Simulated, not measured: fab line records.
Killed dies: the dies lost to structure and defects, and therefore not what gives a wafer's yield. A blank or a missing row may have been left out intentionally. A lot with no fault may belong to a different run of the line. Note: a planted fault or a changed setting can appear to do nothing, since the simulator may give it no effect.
fab line records	flow gf180mcu
record: lots: 5	wafers: 23
route steps=602 shown STI@4 NWELL@44 LVPWELL@56 MVPSD@87 VT_IMPLANT@98
start-h: hours from the record's opening day to when the first of the lot's shown wafers began	wait-h: time in hours since the lot's previous step	" repeats the value in the row above	L1.1+2: several wafers, shown together as one row	- no value, or no start given	* or withheld: withheld	< > ~ a bound
route shown NAME@n: a module of which the file shows steps, and the number in the route of the first	usual: mean and standard deviation over wafers with no fault	same: alike in all rows	chamber/n: place in a boat	sites: the reading at each site	_std_site: how widely they spread, as a standard deviation	_edge_site: outer sites' mean less inner sites'	radius-mm: for every site, how far away it sits from the centre of the wafer	mask NAME#n: copy n	behind: tool/chamber where the wafer was last shaped	hold: why the lot was held/for how many hours/how that ended	device: names the non-switching transistor (n, p or np)	end of line: tests of these same wafers at the route's end	step lacking rows: just its recipe	killed: the dies lost at the first sort to structure and to defects; this is not the yield of the wafer	map: a wafer's dies, marking killed ones x, the rest . and places with no die _
set.NAME: the run value of the setting; set.NAME@STEP: its run value at that earlier step	model.NAME: the simulator's own value behind a step, which no gauge read
lots run with intentionally changed settings; tables by step, rows by wafer
== steps ==
step: GF_STI_CVD_03
recipe: material: Si3N4	precursor: DCS/NH3	target-thk-nm: 207.16	temp-c: 770	time-s: 3551	pressure-mtorr: 250
lot.wafer	tool	chamber	start-h	wait-h	set.temp-c	model.Si3N4_of_STI_CVD_03.thk-nm
L076.2	-	-	-	0.6	790.8	304.4
L076.3	"	-	"	"	790.8	305.6
L076.4	"	-	"	"	790.8	305.1
L076.5	"	-	"	"	790.8	303.4
L076.6	"	-	"	"	790.8	304.2
L079.2	lpcvd-02	0	38.08	0.0	770	204.3
L079.3	"	0	"	"	770	204.7
L079.6	"	0	"	"	770	202.8
L082.2	-	-	-	0.0	787.6	284.4
L082.3	"	-	"	"	787.6	286.5
L082.4	"	-	"	"	787.6	286
L082.5	"	-	"	"	787.6	286.2
L082.6	"	-	"	"	787.6	285.7
L083.1	-	-	-	0.1	783.9	263.7
L083.3	"	-	"	"	783.9	266
L083.4	"	-	"	"	783.9	266.3
L083.5	"	-	"	"	783.9	265.2
L083.6	"	-	"	"	783.9	264.5
L084.1	-	-	-	0.1	770	206.3
L084.3+6	"	-	"	"	770	205
L084.4	"	-	"	"	770	205.5
L084.5	"	-	"	"	770	205.9
step: GF_STI_THK_MEAS_04
recipe: reads: Si3N4_of_STI_CVD_03
usual: STI_CVD_03_THK: 205.4/2
lot.wafer	tool	chamber	start-h	wait-h	set.temp-c@STI_CVD_03	STI_CVD_03_THK[nm]
L076.2	film-metro-01	-	-	-	790.8	304.7
L076.3	"	-	"	"	790.8	305.4
L076.4	"	-	"	"	790.8	305.0
L076.5	"	-	"	"	790.8	303.3
L076.6	"	-	"	"	790.8	304.1
L079.2	film-metro-03	-	40.07	0.0	770	204.3
L079.3	"	-	"	"	770	204.8
L079.6	"	-	"	"	770	202.7
L082.2	film-metro-04	-	-	-	787.6	284.5
L082.3	"	-	"	"	787.6	286.7
L082.4	"	-	"	"	787.6	285.8
L082.5	"	-	"	"	787.6	286.1
L082.6	"	-	"	"	787.6	285.7
L083.1	film-metro-01	-	-	-	783.9	263.6
L083.3	"	-	"	"	783.9	266.0
L083.4	"	-	"	"	783.9	266.4
L083.5	"	-	"	"	783.9	265.2
L083.6	"	-	"	"	783.9	264.2
L084.1	film-metro-03	-	-	-	770	206.3
L084.3	"	-	"	"	770	205.2
L084.4	"	-	"	"	770	205.3
L084.5	"	-	"	"	770	205.9
L084.6	"	-	"	"	770	205.1
step: GF_STI_ETCH_13
recipe: chemistry: CHF3/O2	stop-on: Si	over-etch-frac: 0.3	target-depth-a: 2823.1	source-w: 600	bias-w: 200	pressure-mtorr: 40	chf3-flow-sccm: 50	O2_flow_sccm: 5	time-s: 112.9
usual: oes-product-au: 0.829/0.0058
lot.wafer	tool	chamber	start-h	wait-h	set.time-s	set.temp-c@STI_CVD_03	oes-product-au
L076.2	rie-diel-02	2	39.44	0.1	112.9	790.8	1.006
L076.3	"	0	"	"	128	790.8	0.997
L076.4	"	3	"	"	128	790.8	1.001
L076.5	"	1	"	"	112.9	790.8	1.013
L076.6	"	0	"	"	128	790.8	0.993
L079.2	rie-diel-02	0	52.21	0.1	112.9	770	0.822
L079.3	"	1	"	"	112.9	770	0.831
L079.6	"	1	"	"	112.9	770	0.821
L082.2	rie-diel-01	0	67.06	0.1	112.9	787.6	0.983
L082.3	"	1	"	"	112.9	787.6	1.003
L082.4	"	3	"	"	112.9	787.6	1.001
L082.5	"	2	"	"	112.9	787.6	0.992
L082.6	"	3	"	"	112.9	787.6	1.010
L083.1	rie-diel-02	2	71.91	0.1	124.8	783.9	0.949
L083.3	"	0	"	"	112.9	783.9	0.966
L083.4	"	1	"	"	124.8	783.9	0.951
L083.5	"	2	"	"	124.8	783.9	0.953
L083.6	"	1	"	"	112.9	783.9	0.958
L084.1	rie-diel-02	1	76.90	0.1	112.9	770	0.833
L084.3	"	3	"	"	112.9	770	0.827
L084.4	"	2	"	"	112.9	770	0.830
L084.5	"	0	"	"	112.9	770	0.823
L084.6	"	3	"	"	112.9	770	0.825
step: GF_STI_ETCH_14
recipe: target: Si	chemistry: HBr/Cl2/O2	target-depth-nm: 360	icp-w: 600	bias-w: 150	pressure-mtorr: 15	HBr_flow_sccm: 150	Cl2_flow_sccm: 40	O2_flow_sccm: 6	time-s: 105.6
step: GF_STI_STRIP_15
recipe: chemistry: O2/N2	power-w: 1400	pressure-mtorr: 1500	platen-temp-c: 250	o2-flow-sccm: 3000	n2-flow-sccm: 300	overash-fraction: 0.5
usual: strip-time-to-endpoint-s: 3.71/0.053
lot.wafer	tool	chamber	start-h	wait-h	set.time-s@STI_ETCH_13	strip-time-to-endpoint-s
L076.2	plasma-asher-01	1	39.59	0.0	112.9	3.71
L076.3	"	1	"	"	128	3.45
L076.4	"	0	"	"	128	3.42
L076.5	"	1	"	"	112.9	3.70
L076.6	"	0	"	"	128	3.39
L079.2	plasma-asher-03	0	52.36	0.0	112.9	3.77
L079.3	"	0	"	"	112.9	3.71
L079.6	"	0	"	"	112.9	3.69
L082.2	plasma-asher-01	0	67.21	0.0	112.9	3.72
L082.3	"	0	"	"	112.9	3.66
L082.4	"	1	"	"	112.9	3.62
L082.5	"	0	"	"	112.9	3.65
L082.6	"	1	"	"	112.9	3.64
L083.1	plasma-asher-01	1	72.06	0.0	124.8	3.40
L083.3	"	0	"	"	112.9	3.74
L083.4	"	1	"	"	124.8	3.42
L083.5	"	0	"	"	124.8	3.41
L083.6	"	1	"	"	112.9	3.69
L084.1	plasma-asher-01	1	77.06	0.0	112.9	3.69
L084.3	"	1	"	"	112.9	3.70
L084.4	"	0	"	"	112.9	3.67
L084.5	"	0	"	"	112.9	3.75
L084.6	"	1	"	"	112.9	3.76
step: GF_STI_CLEAN_16
recipe: chemistry: dHF	time-s: 25	dilution: 100:1
step: GF_STI_WET_ETCH_17
recipe: chemistry: H3PO4	target-depth-nm: 45	temp-c: 160	target: Si3N4	time-s: 514
lot.wafer	tool	chamber	start-h	wait-h	set.temp-c@STI_CVD_03	model.Si3N4_of_STI_CVD_03.thk-nm
L076.2	wet-bench-04	3	39.71	0.0	790.8	304.4
L076.3	"	3	"	"	790.8	305.6
L076.4	"	3	"	"	790.8	305.1
L076.5	"	3	"	"	790.8	303.4
L076.6	"	3	"	"	790.8	304.2
L079.2	wet-bench-03	3	52.48	0.0	770	160.1
L079.3	"	3	"	"	770	160.3
L079.6	"	3	"	"	770	158.5
L082.2	wet-bench-02	3	67.33	0.0	787.6	284.4
L082.3	"	3	"	"	787.6	286.5
L082.4	"	3	"	"	787.6	286
L082.5	"	3	"	"	787.6	286.2
L082.6	"	3	"	"	787.6	285.7
L083.1	wet-bench-02	3	72.18	0.0	783.9	263.7
L083.3	"	3	"	"	783.9	266
L083.4	"	3	"	"	783.9	266.3
L083.5	"	3	"	"	783.9	265.2
L083.6	"	3	"	"	783.9	264.5
L084.1	wet-bench-04	3	77.20	0.0	770	206.3
L084.3+6	"	3	"	"	770	205
L084.4	"	3	"	"	770	205.5
L084.5	"	3	"	"	770	205.9
step: GF_STI_CLEAN_18
recipe: chemistry: SC1/SC2	mix: 1:4:20	temp-c: 70	time-s: 150
step: GF_STI_CLEAN_19
recipe: chemistry: dHF	time-s: 20	dilution: 100:1
step: GF_STI_CVD_23
recipe: material: SiO2	target-thk-nm: 650	sigma-open-frac: 0.3	time-s: 108.3	temp-c: 600	sih4-flow-sccm: 60	pressure-mtorr: 6
step: GF_STI_CMP_25
recipe: stop-on: Si3N4	t-overpolish-s: 33	down-force-psi: 4	platen-rpm: 60	target-thk-nm: 524.6	pad-velocity-m-s: 0.94248
lot.wafer	tool	chamber	start-h	wait-h	set.temp-c@STI_CVD_03	model.Si3N4_of_STI_CVD_03.thk-nm
L076.4	cmp-02	0	42.86	0.0	790.8	305.1
L076.3	"	2	"	"	790.8	305.6
L076.2	"	3	"	"	790.8	304.4
L076.6	"	0	"	"	790.8	304.2
L076.5	"	1	"	"	790.8	303.4
L079.3	cmp-01	3	54.33	0.1	770	155.9
L079.2	"	0	"	"	770	155.7
L079.6	"	1	"	"	770	154.2
L082.3	cmp-02	1	68.99	0.0	787.6	286.5
L082.4	"	2	"	"	787.6	286
L082.2	"	0	"	"	787.6	284.4
L082.6	"	1	"	"	787.6	285.7
L082.5	"	2	"	"	787.6	286.2
L083.3	cmp-02	2	73.86	0.0	783.9	266
L083.1	"	3	"	"	783.9	263.7
L083.4	"	0	"	"	783.9	266.3
L083.6	"	2	"	"	783.9	264.5
L083.5	"	3	"	"	783.9	265.2
L084.1	cmp-02	0	78.87	0.1	770	206.3
L084.4	"	1	"	"	770	205.5
L084.3+6	"	2,0	"	"	770	205
L084.5	"	1	"	"	770	205.9
step: GF_NWELL_COAT_02
recipe: spin-rpm: 2000	resist-thk-nm: 3000
lot.wafer	tool	chamber	start-h	wait-h	set.spin-rpm	model.coat_of_NWELL_COAT_02.thk-nm
L076.2	litho-track-01	0	64.26	0.1	2000	2998
L076.3	"	0	"	"	2000	3002
L076.4	"	0	"	"	2068	2948
L076.5	"	0	"	"	2000	2993
L076.6	"	0	"	"	2068	2946
L079.2	litho-track-04	0	77.29	0.1	2000	2993
L079.3	"	0	"	"	2000	3002
L079.6	"	0	"	"	2000	3005
L082.2	litho-track-04	0	91.14	0.1	2000	2997
L082.3	"	0	"	"	1952	3043
L082.4	"	0	"	"	2000	3008
L082.5	"	0	"	"	2000	3002
L082.6	"	0	"	"	1952	3052
L083.1	litho-track-02	0	97.12	0.1	2000	2999
L083.3	"	0	"	"	2000	3008
L083.4	"	0	"	"	1905	3073
L083.5	"	0	"	"	1905	3072
L083.6	"	0	"	"	2000	3004
L084.1	litho-track-02	0	102.17	0.1	2000	3010
L084.3	"	0	"	"	2000	3000
L084.4	"	0	"	"	1948	3039
L084.5	"	0	"	"	1948	3051
L084.6	"	0	"	"	1948	3050
step: GF_NWELL_STRIP_10
recipe: chemistry: O2/N2	power-w: 1400	pressure-mtorr: 1500	platen-temp-c: 250	o2-flow-sccm: 3000	n2-flow-sccm: 300	overash-fraction: 0.5
usual: strip-time-to-endpoint-s: 36.93/0.083
lot.wafer	tool	chamber	start-h	wait-h	set.o2-flow-sccm	set.spin-rpm@NWELL_COAT_02	strip-time-to-endpoint-s
L076.2	plasma-asher-01	1	71.72	0.1	3222	2000	36.75
L076.3	"	1	"	"	3222	2000	36.82
L076.4	"	0	"	"	3222	2068	36.22
L076.5	"	1	"	"	3000	2000	36.85
L076.6	"	0	"	"	3000	2068	36.36
L079.2	plasma-asher-02	1	84.55	0.1	3000	2000	36.87
L079.3	"	0	"	"	3000	2000	36.97
L079.6	"	1	"	"	3000	2000	37.00
L082.2	plasma-asher-04	1	97.72	0.1	3000	2000	36.92
L082.3	"	1	"	"	3000	1952	37.47
L082.4	"	0	"	"	3000	2000	37.04
L082.5	"	1	"	"	3165	2000	36.85
L082.6	"	0	"	"	3165	1952	37.40
L083.1	plasma-asher-04	0	104.10	0.1	2816	2000	37.09
L083.3	"	0	"	"	3000	2000	37.03
L083.4	"	1	"	"	3000	1905	37.78
L083.5	"	0	"	"	2816	1905	37.92
L083.6	"	1	"	"	3000	2000	36.98
L084.1	plasma-asher-04	0	109.15	0.1	3000	2000	37.07
L084.3	"	0	"	"	3000	2000	36.94
L084.4	"	1	"	"	3000	1948	37.41
L084.5	"	0	"	"	3000	1948	37.57
L084.6	"	1	"	"	3000	1948	37.53
step: GF_LVPWELL_COAT_02
recipe: spin-rpm: 2000	resist-thk-nm: 3000
lot.wafer	tool	chamber	start-h	wait-h	set.resist-thk-nm	model.coat_of_LVPWELL_COAT_02.thk-nm
L076.2	litho-track-04	0	78.24	0.1	3000	2999
L076.3	"	0	"	"	3000	3000
L076.4	"	0	"	"	3000	2981
L076.5	"	0	"	"	3000	2994
L076.6	"	0	"	"	3000	3003
L079.2	litho-track-02	0	91.09	0.1	3000	3006
L079.3	"	0	"	"	3000	2999
L079.6	"	0	"	"	3000	2998
L082.2	litho-track-03	0	103.81	0.1	3000	2998
L082.3+5	"	0	"	"	2898	2895
L082.4	"	0	"	"	3000	2994
L082.6	"	0	"	"	2898	2908
L083.1	litho-track-02	0	110.47	0.1	2859	2848
L083.3	"	0	"	"	3000	2991
L083.4	"	0	"	"	3000	2993
L083.5	"	0	"	"	2859	2844
L083.6	"	0	"	"	2859	2850
L084.1	litho-track-04	0	116.66	0.1	3082	3075
L084.3	"	0	"	"	3000	3012
L084.4	"	0	"	"	3000	3004
L084.5	"	0	"	"	3082	3073
L084.6	"	0	"	"	3082	3089
step: GF_LVPWELL_IMPLANT_08
recipe: species: B	energy-kev: 170	dose-cm2: 1.5e+13	tilt-deg: 0
lot.wafer	tool	chamber	start-h	wait-h	set.dose-cm2
L076.2+4+5	implanter-01	0	85.23	0.0	1.628e+13
L076.3+6	"	0	"	"	1.5e+13
L079.2+3+6	implanter-02	0	97.87	0.0	1.5e+13
L082.2+5	implanter-02	0	110.90	0.0	1.325e+13
L082.3+4+6	"	0	"	"	1.5e+13
L083.1+4	implanter-02	0	118.20	0.0	1.597e+13
L083.3+5+6	"	0	"	"	1.5e+13
L084.1+3+4+5+6	implanter-02	0	124.02	0.0	1.5e+13
step: GF_LVPWELL_IMPLANT_09
recipe: species: B	energy-kev: 60	dose-cm2: 5e+12	tilt-deg: 0
step: GF_LVPWELL_STRIP_10
recipe: chemistry: O2/N2	power-w: 1400	pressure-mtorr: 1500	platen-temp-c: 250	o2-flow-sccm: 3000	n2-flow-sccm: 300	overash-fraction: 0.5
usual: strip-time-to-endpoint-s: 36.96/0.092
lot.wafer	tool	chamber	start-h	wait-h	set.resist-thk-nm@LVPWELL_COAT_02	strip-time-to-endpoint-s
L076.2	plasma-asher-02	0	85.50	0.1	3000	36.94
L076.3	"	1	"	"	3000	36.95
L076.4	"	0	"	"	3000	36.72
L076.5	"	1	"	"	3000	36.88
L076.6	"	0	"	"	3000	36.99
L079.2	plasma-asher-02	0	98.15	0.1	3000	37.04
L079.3	"	0	"	"	3000	36.94
L079.6	"	0	"	"	3000	36.92
L082.2	plasma-asher-04	0	111.17	0.1	3000	36.91
L082.3	"	0	"	"	2898	35.75
L082.4	"	1	"	"	3000	36.87
L082.5	"	1	"	"	2898	35.75
L082.6	"	0	"	"	2898	35.91
L083.1	plasma-asher-03	0	118.50	0.1	2859	35.23
L083.3	"	1	"	"	3000	36.84
L083.4	"	0	"	"	3000	36.87
L083.5	"	0	"	"	2859	35.19
L083.6	"	1	"	"	2859	35.25
L084.1	plasma-asher-03	0	124.32	0.1	3082	37.79
L084.3	"	0	"	"	3000	37.09
L084.4	"	1	"	"	3000	37.02
L084.5	"	0	"	"	3082	37.77
L084.6	"	1	"	"	3082	37.96
step: GF_LVPWELL_TW_MEAS_11
usual: LVPWELL_TW: 563/4
lot.wafer	tool	chamber	start-h	wait-h	set.dose-cm2@LVPWELL_IMPLANT_08	LVPWELL_TW
L076.2	film-metro-01	-	85.61	0.1	1.628e+13	580
L076.3	"	-	"	"	1.5e+13	565
L076.4	"	-	"	"	1.628e+13	577
L076.5	"	-	"	"	1.628e+13	576
L076.6	"	-	"	"	1.5e+13	568
L079.2	film-metro-02	-	98.26	0.1	1.5e+13	557
L079.3	"	-	"	"	1.5e+13	556
L079.6	"	-	"	"	1.5e+13	557
L082.2	film-metro-02	-	111.28	0.1	1.325e+13	541
L082.3	"	-	"	"	1.5e+13	560
L082.4	"	-	"	"	1.5e+13	557
L082.5	"	-	"	"	1.325e+13	542
L082.6	"	-	"	"	1.5e+13	561
L083.1	film-metro-04	-	118.60	0.1	1.597e+13	574
L083.3	"	-	"	"	1.5e+13	564
L083.4	"	-	"	"	1.597e+13	573
L083.5	"	-	"	"	1.5e+13	566
L083.6	"	-	"	"	1.5e+13	564
L084.1	film-metro-02	-	124.42	0.1	1.5e+13	557
L084.3	"	-	"	"	1.5e+13	559
L084.4	"	-	"	"	1.5e+13	557
L084.5	"	-	"	"	1.5e+13	561
L084.6	"	-	"	"	1.5e+13	557
step: GF_MVPSD_IMPLANT_09
recipe: species: B	energy-kev: 40	dose-cm2: 5e+12	tilt-deg: 0
lot.wafer	tool	chamber	start-h	wait-h	set.dose-cm2
L076.2+5	implanter-04	0	113.15	0.1	4.751e+12
L076.3+4+6	"	0	"	"	5e+12
L079.2+3+6	implanter-02	0	126.85	0.1	5e+12
L082.2+3+6	implanter-04	0	141.20	0.1	5e+12
L082.4+5	"	0	"	"	4.786e+12
L083.1+6	implanter-02	0	149.12	0.1	5e+12
L083.3+4+5	"	0	"	"	4.698e+12
L084.1+3+4+5+6	implanter-02	0	155.10	0.1	5e+12
step: GF_VT_IMPLANT_IMPLANT_08
recipe: species: BF2	energy-kev: 20	dose-cm2: 8.29e+12	tilt-deg: 7
lot.wafer	tool	chamber	start-h	wait-h	set.energy-kev	model.implant.rp-nm	model.implant.drp-nm
L076.2+3+5	implanter-04	0	127.50	0.0	18.99	16.95	9.403
L076.4+6	"	0	"	"	20	17.65	9.752
L079.2+3+6	implanter-03	0	142.85	0.0	20	16.84	9.752
L082.2+4	implanter-01	0	157.67	0.0	20	16.64	9.752
L082.3+5+6	"	0	"	"	21.34	17.51	10.21
L083.1+3+4	implanter-01	0	164.80	0.0	20.97	18	10.08
L083.5+6	"	0	"	"	20	17.34	9.752
L084.1+3+4	implanter-03	0	170.95	0.0	20.94	18.62	10.07
L084.5+6	"	0	"	"	20	17.97	9.752
step: GF_VT_IMPLANT_STRIP_09
recipe: chemistry: O2/N2	power-w: 1400	pressure-mtorr: 1500	platen-temp-c: 250	o2-flow-sccm: 3000	n2-flow-sccm: 300	overash-fraction: 0.5
step: GF_VT_IMPLANT_TW_MEAS_10
usual: VT_IMPLANT_TW: 565/4.3
lot.wafer	tool	chamber	start-h	wait-h	set.energy-kev@VT_IMPLANT_IMPLANT_08	VT_IMPLANT_TW
L076.2	film-metro-02	-	127.73	0.1	18.99	554
L076.3	"	-	"	"	18.99	553
L076.4	"	-	"	"	20	561
L076.5	"	-	"	"	18.99	553
L076.6	"	-	"	"	20	561
L079.2	film-metro-03	-	143.08	0.1	20	573
L079.3	"	-	"	"	20	575
L079.6	"	-	"	"	20	576
L082.2	film-metro-02	-	157.91	0.1	20	560
L082.3	"	-	"	"	21.34	572
L082.4	"	-	"	"	20	562
L082.5	"	-	"	"	21.34	572
L082.6	"	-	"	"	21.34	572
L083.1	film-metro-02	-	165.05	0.1	20.97	571
L083.3	"	-	"	"	20.97	572
L083.4	"	-	"	"	20.97	573
L083.5	"	-	"	"	20	564
L083.6	"	-	"	"	20	564
L084.1	film-metro-03	-	171.20	0.1	20.94	576
L084.3	"	-	"	"	20.94	575
L084.4	"	-	"	"	20.94	579
L084.5	"	-	"	"	20	571
L084.6	"	-	"	"	20	570
step: GF_VT_IMPLANT_STRIP_20
recipe: chemistry: O2/N2	power-w: 1400	pressure-mtorr: 1500	platen-temp-c: 250	o2-flow-sccm: 3000	n2-flow-sccm: 300	overash-fraction: 0.5
usual: oes-product-au: 0.716/0.005	strip-time-to-endpoint-s: 12.636/0.03
lot.wafer	tool	chamber	start-h	wait-h	set.power-w	oes-product-au	strip-time-to-endpoint-s
L076.2	plasma-asher-01	0	143.15	0.1	1400	0.716	12.615
L076.3	"	0	"	"	1503	0.743	11.937
L076.4	"	1	"	"	1400	0.720	12.635
L076.5	"	0	"	"	1400	0.718	12.652
L076.6	"	1	"	"	1503	0.738	11.947
L079.2	plasma-asher-04	1	157.97	0.1	1400	0.708	12.584
L079.3	"	0	"	"	1400	0.721	12.613
L079.6	"	0	"	"	1400	0.706	12.603
L082.2	plasma-asher-04	1	173.80	0.1	1400	0.720	12.617
L082.3	"	0	"	"	1557	0.763	11.620
L082.4	"	1	"	"	1557	0.756	11.584
L082.5	"	0	"	"	1400	0.721	12.607
L082.6	"	1	"	"	1400	0.720	12.595
L083.1	plasma-asher-04	0	180.97	0.1	1400	0.716	12.678
L083.3	"	1	"	"	1400	0.713	12.639
L083.4	"	0	"	"	1294	0.686	13.401
L083.5	"	1	"	"	1294	0.687	13.394
L083.6	"	0	"	"	1294	0.691	13.431
L084.1	plasma-asher-01	1	187.65	0.1	1505	0.740	11.926
L084.3	"	0	"	"	1505	0.747	11.925
L084.4	"	1	"	"	1400	0.706	12.666
L084.5	"	1	"	"	1400	0.715	12.646
L084.6	"	0	"	"	1505	0.741	11.950
== key ==
split: step: GF_STI_CVD_03	setting: temp-c	stated: 770	by: lot
response: step: GF_STI_CVD_03	reading: model.Si3N4_of_STI_CVD_03.thk-nm	change: +36	per: 1%	r: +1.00
response: step: GF_STI_THK_MEAS_04	reading: STI_CVD_03_THK	change: +36	per: 1%	r: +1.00
response: step: GF_STI_ETCH_13	reading: oes-product-au	change: +0.0688	per: 1%	r: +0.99
response: step: GF_STI_WET_ETCH_17	reading: model.Si3N4_of_STI_CVD_03.thk-nm	change: +42.8	per: 1%	r: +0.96
response: step: GF_STI_CMP_25	reading: model.Si3N4_of_STI_CVD_03.thk-nm	change: +43.5	per: 1%	r: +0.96
split: step: GF_STI_ETCH_13	setting: time-s	stated: 112.9	by: wafer
response: step: GF_STI_STRIP_15	reading: strip-time-to-endpoint-s	change: *	per: 1%	r: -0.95
split: step: GF_NWELL_COAT_02	setting: spin-rpm	stated: 2000	by: wafer
response: step: GF_NWELL_COAT_02	reading: model.coat_of_NWELL_COAT_02.thk-nm	change: -15.4	per: 1%	r: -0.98
response: step: GF_NWELL_STRIP_10	reading: strip-time-to-endpoint-s	change: *	per: 1%	r: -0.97
split: step: GF_NWELL_STRIP_10	setting: o2-flow-sccm	stated: 3000	by: wafer
response none clear
split: step: GF_LVPWELL_COAT_02	setting: resist-thk-nm	stated: 3000	by: wafer
response: step: GF_LVPWELL_COAT_02	reading: model.coat_of_LVPWELL_COAT_02.thk-nm	change: +29.3	per: 1%	r: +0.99
response: step: GF_LVPWELL_STRIP_10	reading: strip-time-to-endpoint-s	change: *	per: 1%	r: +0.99
split: step: GF_LVPWELL_IMPLANT_08	setting: dose-cm2	stated: 1.5e+13	by: wafer
response: step: GF_LVPWELL_TW_MEAS_11	reading: LVPWELL_TW	change: +1.43	per: 1%	r: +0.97
split: step: GF_MVPSD_IMPLANT_09	setting: dose-cm2	stated: 5e+12	by: wafer
response none in this file
split: step: GF_VT_IMPLANT_IMPLANT_08	setting: energy-kev	stated: 20	by: wafer
response: step: GF_VT_IMPLANT_IMPLANT_08	reading: model.implant.rp-nm	change: +0.134	per: 1%	r: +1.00
response: step: GF_VT_IMPLANT_IMPLANT_08	reading: model.implant.drp-nm	change: +0.0681	per: 1%	r: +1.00
response: step: GF_VT_IMPLANT_TW_MEAS_10	reading: VT_IMPLANT_TW	change: +1.57	per: 1%	r: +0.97
split: step: GF_VT_IMPLANT_STRIP_20	setting: power-w	stated: 1400	by: wafer
response: step: GF_VT_IMPLANT_STRIP_20	reading: oes-product-au	change: +0.00356	per: 1%	r: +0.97
response: step: GF_VT_IMPLANT_STRIP_20	reading: strip-time-to-endpoint-s	change: *	per: 1%	r: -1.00
